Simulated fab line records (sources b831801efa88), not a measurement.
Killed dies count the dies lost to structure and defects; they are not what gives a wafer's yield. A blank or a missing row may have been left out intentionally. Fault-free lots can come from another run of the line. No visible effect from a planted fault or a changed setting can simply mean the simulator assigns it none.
What tool caused it? :: flow gf180mcu :: 12 lots with 36 wafers sampled at 5 steps, on a route of 602 steps

## WHAT THE GAUGES READ, wafer by wafer
GF_MIM_THK_MEAS_06. Usual: MIM_CVD_05_THK typically reads 42.0 nm, with standard deviation 0.56.
lot: L960
measured: day 24 13:08
on: film-metro-01
MIM_CVD_05_THK (nm): 41.8 43.3 42.7
flag: 

lot: L961
measured: day 24 19:20
on: film-metro-01
MIM_CVD_05_THK (nm): 41.5 41.7 42.8
flag: 

lot: L962
measured: day 25 05:22
on: film-metro-02
MIM_CVD_05_THK (nm): 42.2 41.7 42.9
flag: 

lot: L963
measured: day 25 17:46
on: film-metro-03
MIM_CVD_05_THK (nm): 40.8 41.0 41.4
flag: 

lot: L964
measured: day 25 23:58
on: film-metro-01
MIM_CVD_05_THK (nm): 41.7 41.3 42.7
flag: 

lot: L965
measured: day 26 08:30
on: film-metro-02
MIM_CVD_05_THK (nm): 41.8 42.2 42.5
flag: 

lot: L966
measured: day 26 18:28
on: film-metro-02
MIM_CVD_05_THK (nm): 42.0 42.1 42.4
flag: 

lot: L973
measured: day 28 22:32
on: film-metro-02
MIM_CVD_05_THK (nm): 42.0 44.1 42.7
flag: 

lot: L978
measured: day 30 01:44
on: film-metro-02
MIM_CVD_05_THK (nm): 41.2 41.5 41.9
flag: 

lot: L980
measured: day 30 18:49
on: film-metro-01
MIM_CVD_05_THK (nm): 41.2 41.2 41.5
flag: 

lot: L982
measured: day 31 02:44
on: film-metro-03
MIM_CVD_05_THK (nm): 41.9 42.1 42.2
flag: 

lot: L983
measured: day 31 11:10
on: film-metro-02
MIM_CVD_05_THK (nm): 41.6 41.8 42.4
flag: 

## TOOL THAT RAN EACH LOT (tool first, then ch and the chambers of the sampled wafers, then the start)
lot: L960
GF_V4_SPUTTER_21: pvd-sputter-03, day 24 12:11
GF_MIM_SPUTTER_00: pvd-sputter-04, day 24 12:53
GF_MIM_SPUTTER_04: pvd-sputter-04, day 24 13:04
GF_MIM_CVD_05: pecvd-02 ch 0,1, day 24 13:07

lot: L961
GF_V4_SPUTTER_21: pvd-sputter-03, day 24 18:23
GF_MIM_SPUTTER_00: pvd-sputter-02, day 24 19:05
GF_MIM_SPUTTER_04: pvd-sputter-02, day 24 19:16
GF_MIM_CVD_05: pecvd-04 ch 0,1,2, day 24 19:18

lot: L962
GF_V4_SPUTTER_21: pvd-sputter-03, day 25 04:25
GF_MIM_SPUTTER_00: pvd-sputter-02, day 25 05:07
GF_MIM_SPUTTER_04: pvd-sputter-02, day 25 05:17
GF_MIM_CVD_05: pecvd-04 ch 0,1,2, day 25 05:20

lot: L963
GF_V4_SPUTTER_21: pvd-sputter-03, day 25 16:47
GF_MIM_SPUTTER_00: pvd-sputter-04, day 25 17:29
GF_MIM_SPUTTER_04: pvd-sputter-04, day 25 17:40
GF_MIM_CVD_05: pecvd-04 ch 0,2, day 25 17:43

lot: L964
GF_V4_SPUTTER_21: pvd-sputter-01, day 25 22:59
GF_MIM_SPUTTER_00: pvd-sputter-02, day 25 23:41
GF_MIM_SPUTTER_04: pvd-sputter-02, day 25 23:52
GF_MIM_CVD_05: pecvd-03 ch 0,2, day 25 23:56

lot: L965
GF_V4_SPUTTER_21: pvd-sputter-03, day 26 07:28
GF_MIM_SPUTTER_00: pvd-sputter-03, day 26 08:15
GF_MIM_SPUTTER_04: pvd-sputter-03, day 26 08:26
GF_MIM_CVD_05: pecvd-03 ch 0,1,2, day 26 08:28

lot: L966
GF_V4_SPUTTER_21: pvd-sputter-04, day 26 17:31
GF_MIM_SPUTTER_00: pvd-sputter-02, day 26 18:13
GF_MIM_SPUTTER_04: pvd-sputter-02, day 26 18:23
GF_MIM_CVD_05: pecvd-04 ch 0,1,2, day 26 18:26

lot: L973
GF_V4_SPUTTER_21: pvd-sputter-04, day 28 21:14
GF_MIM_SPUTTER_00: pvd-sputter-02, day 28 22:16
GF_MIM_SPUTTER_04: pvd-sputter-02, day 28 22:27
GF_MIM_CVD_05: pecvd-02 ch 0,1, day 28 22:29

lot: L978
GF_V4_SPUTTER_21: pvd-sputter-03, day 30 00:48
GF_MIM_SPUTTER_00: pvd-sputter-02, day 30 01:29
GF_MIM_SPUTTER_04: pvd-sputter-02, day 30 01:40
GF_MIM_CVD_05: pecvd-03 ch 0,2, day 30 01:43

lot: L980
GF_V4_SPUTTER_21: pvd-sputter-01, day 30 17:52
GF_MIM_SPUTTER_00: pvd-sputter-03, day 30 18:34
GF_MIM_SPUTTER_04: pvd-sputter-03, day 30 18:45
GF_MIM_CVD_05: pecvd-03 ch 0,2, day 30 18:47

lot: L982
GF_V4_SPUTTER_21: pvd-sputter-01, day 31 01:47
GF_MIM_SPUTTER_00: pvd-sputter-03, day 31 02:29
GF_MIM_SPUTTER_04: pvd-sputter-03, day 31 02:40
GF_MIM_CVD_05: pecvd-02 ch 0,2, day 31 02:42

lot: L983
GF_V4_SPUTTER_21: pvd-sputter-04, day 31 10:13
GF_MIM_SPUTTER_00: pvd-sputter-04, day 31 10:54
GF_MIM_SPUTTER_04: pvd-sputter-04, day 31 11:05
GF_MIM_CVD_05: pecvd-03 ch 0,1,2, day 31 11:07
- GF_V4_SPUTTER_21: material Ti, target thk 15 nm, time 80.02 s.
- GF_MIM_SPUTTER_00: material Ti, target thk 37.5 nm, time 150 s.
- GF_MIM_SPUTTER_04: material TiN, target thk 50 nm, time 41.7 s.
- GF_MIM_CVD_05: deposits Si3N4, target thk 42 nm, time 29.086 s.

## AS READ BY THE TOOLS THEMSELVES (means over the sampled wafers that have a number; for cases with no such wafer, the mark the record gives instead)
GF_V4_SPUTTER_21. Usual: cathode-dc-power-W 2500.1 W, standard deviation 0.47; throttle-valve-pct 29.7 %, standard deviation 0.84.
lot: L960
tool: pvd-sputter-03
cathode-dc-power-W (W): 2500.1
throttle-valve-pct (%): 29.4
flag: 

lot: L961
tool: pvd-sputter-03
cathode-dc-power-W (W): 2500.2
throttle-valve-pct (%): 29.7
flag: 

lot: L962
tool: pvd-sputter-03
cathode-dc-power-W (W): 2499.9
throttle-valve-pct (%): 29.3
flag: 

lot: L963
tool: pvd-sputter-03
cathode-dc-power-W (W): 2500.1
throttle-valve-pct (%): 29.5
flag: 

lot: L964
tool: pvd-sputter-01
cathode-dc-power-W (W): 2500.3
throttle-valve-pct (%): 30.9
flag: 

lot: L965
tool: pvd-sputter-03
cathode-dc-power-W (W): 2500.1
throttle-valve-pct (%): 29.6
flag: 

lot: L966
tool: pvd-sputter-04
cathode-dc-power-W (W): 2500.2
throttle-valve-pct (%): 29.4
flag: 

lot: L973
tool: pvd-sputter-04
cathode-dc-power-W (W): 2499.6
throttle-valve-pct (%): 30.1
flag: 

lot: L978
tool: pvd-sputter-03
cathode-dc-power-W (W): 2499.9
throttle-valve-pct (%): 29.6
flag: 

lot: L980
tool: pvd-sputter-01
cathode-dc-power-W (W): 2500.0
throttle-valve-pct (%): 30.6
flag: 

lot: L982
tool: pvd-sputter-01
cathode-dc-power-W (W): 2500.0
throttle-valve-pct (%): 30.1
flag: 

lot: L983
tool: pvd-sputter-04
cathode-dc-power-W (W): 2500.0
throttle-valve-pct (%): 29.0
flag: 

GF_MIM_SPUTTER_00. Usual: cathode-dc-power-W 4000.0 W, standard deviation 0.72; throttle-valve-pct 30.0 %, standard deviation 1.2.
lot: L960
tool: pvd-sputter-04
cathode-dc-power-W (W): 4000.0
throttle-valve-pct (%): 29.4
flag: 

lot: L961
tool: pvd-sputter-02
cathode-dc-power-W (W): 3999.9
throttle-valve-pct (%): 30.1
flag: 

lot: L962
tool: pvd-sputter-02
cathode-dc-power-W (W): 3999.6
throttle-valve-pct (%): 30.6
flag: 

lot: L963
tool: pvd-sputter-04
cathode-dc-power-W (W): 4000.4
throttle-valve-pct (%): 28.8
flag: 

lot: L964
tool: pvd-sputter-02
cathode-dc-power-W (W): 4000.8
throttle-valve-pct (%): 30.5
flag: 

lot: L965
tool: pvd-sputter-03
cathode-dc-power-W (W): 4000.0
throttle-valve-pct (%): 29.2
flag: 

lot: L966
tool: pvd-sputter-02
cathode-dc-power-W (W): 4000.3
throttle-valve-pct (%): 30.7
flag: 

lot: L973
tool: pvd-sputter-02
cathode-dc-power-W (W): 4000.5
throttle-valve-pct (%): 30.7
flag: 

lot: L978
tool: pvd-sputter-02
cathode-dc-power-W (W): 4000.4
throttle-valve-pct (%): 30.6
flag: 

lot: L980
tool: pvd-sputter-03
cathode-dc-power-W (W): 3999.9
throttle-valve-pct (%): 29.6
flag: 

lot: L982
tool: pvd-sputter-03
cathode-dc-power-W (W): 4000.0
throttle-valve-pct (%): 29.7
flag: 

lot: L983
tool: pvd-sputter-04
cathode-dc-power-W (W): 3999.9
throttle-valve-pct (%): 29.7
flag: 

GF_MIM_SPUTTER_04. Usual: cathode-dc-power-W 6500.1 W, standard deviation 1.1; throttle-valve-pct 30.0 %, standard deviation 1.2.
lot: L960
tool: pvd-sputter-04
cathode-dc-power-W (W): 6500.0
throttle-valve-pct (%): 29.5
flag: 

lot: L961
tool: pvd-sputter-02
cathode-dc-power-W (W): 6500.5
throttle-valve-pct (%): 30.2
flag: 

lot: L962
tool: pvd-sputter-02
cathode-dc-power-W (W): 6500.3
throttle-valve-pct (%): 30.4
flag: 

lot: L963
tool: pvd-sputter-04
cathode-dc-power-W (W): 6499.5
throttle-valve-pct (%): 28.9
flag: 

lot: L964
tool: pvd-sputter-02
cathode-dc-power-W (W): 6500.7
throttle-valve-pct (%): 30.8
flag: 

lot: L965
tool: pvd-sputter-03
cathode-dc-power-W (W): 6501.0
throttle-valve-pct (%): 29.2
flag: 

lot: L966
tool: pvd-sputter-02
cathode-dc-power-W (W): 6500.1
throttle-valve-pct (%): 30.8
flag: 

lot: L973
tool: pvd-sputter-02
cathode-dc-power-W (W): 6500.4
throttle-valve-pct (%): 30.6
flag: 

lot: L978
tool: pvd-sputter-02
cathode-dc-power-W (W): 6500.0
throttle-valve-pct (%): 30.8
flag: 

lot: L980
tool: pvd-sputter-03
cathode-dc-power-W (W): 6500.4
throttle-valve-pct (%): 29.5
flag: 

lot: L982
tool: pvd-sputter-03
cathode-dc-power-W (W): 6500.0
throttle-valve-pct (%): 29.9
flag: 

lot: L983
tool: pvd-sputter-04
cathode-dc-power-W (W): 6500.2
throttle-valve-pct (%): 29.8
flag: 

GF_MIM_CVD_05. Usual: heater-power-w reads 618 W (standard deviation 66).
lot: L960
tool: pecvd-02
heater-power-w (W): 667
flag: 

lot: L961
tool: pecvd-04
heater-power-w (W): 589
flag: 

lot: L962
tool: pecvd-04
heater-power-w (W): 601
flag: 

lot: L963
tool: pecvd-04
heater-power-w (W): 606
flag: 

lot: L964
tool: pecvd-03
heater-power-w (W): 607
flag: 

lot: L965
tool: pecvd-03
heater-power-w (W): 618
flag: 

lot: L966
tool: pecvd-04
heater-power-w (W): 583
flag: 

lot: L973
tool: pecvd-02
heater-power-w (W): 645
flag: 

lot: L978
tool: pecvd-03
heater-power-w (W): 669
flag: 

lot: L980
tool: pecvd-03
heater-power-w (W): 664
flag: 

lot: L982
tool: pecvd-02
heater-power-w (W): 584
flag: 

lot: L983
tool: pecvd-03
heater-power-w (W): 612
flag: 

## THE ANSWER, worked out from the rows above alone
Rule: a lot counts as off when the mean over its wafers that have a number is more than 3 standard deviations away from the usual mean. Also off: a lot with no number at a reading for which 4 or more lots have one. All remaining lots with rows at the step are treated as sound. Order of review: gauges by route order, followed by the tools' own readings, for which a lot's mean as printed above is used. The first step at which some lot is off is used, and at that step the reading that is off furthest; a lot without a number counts as furthest.
Nothing can be told from this: no lot is off at any reading shown.

## WHAT THE SIMULATOR HAD INSERTED
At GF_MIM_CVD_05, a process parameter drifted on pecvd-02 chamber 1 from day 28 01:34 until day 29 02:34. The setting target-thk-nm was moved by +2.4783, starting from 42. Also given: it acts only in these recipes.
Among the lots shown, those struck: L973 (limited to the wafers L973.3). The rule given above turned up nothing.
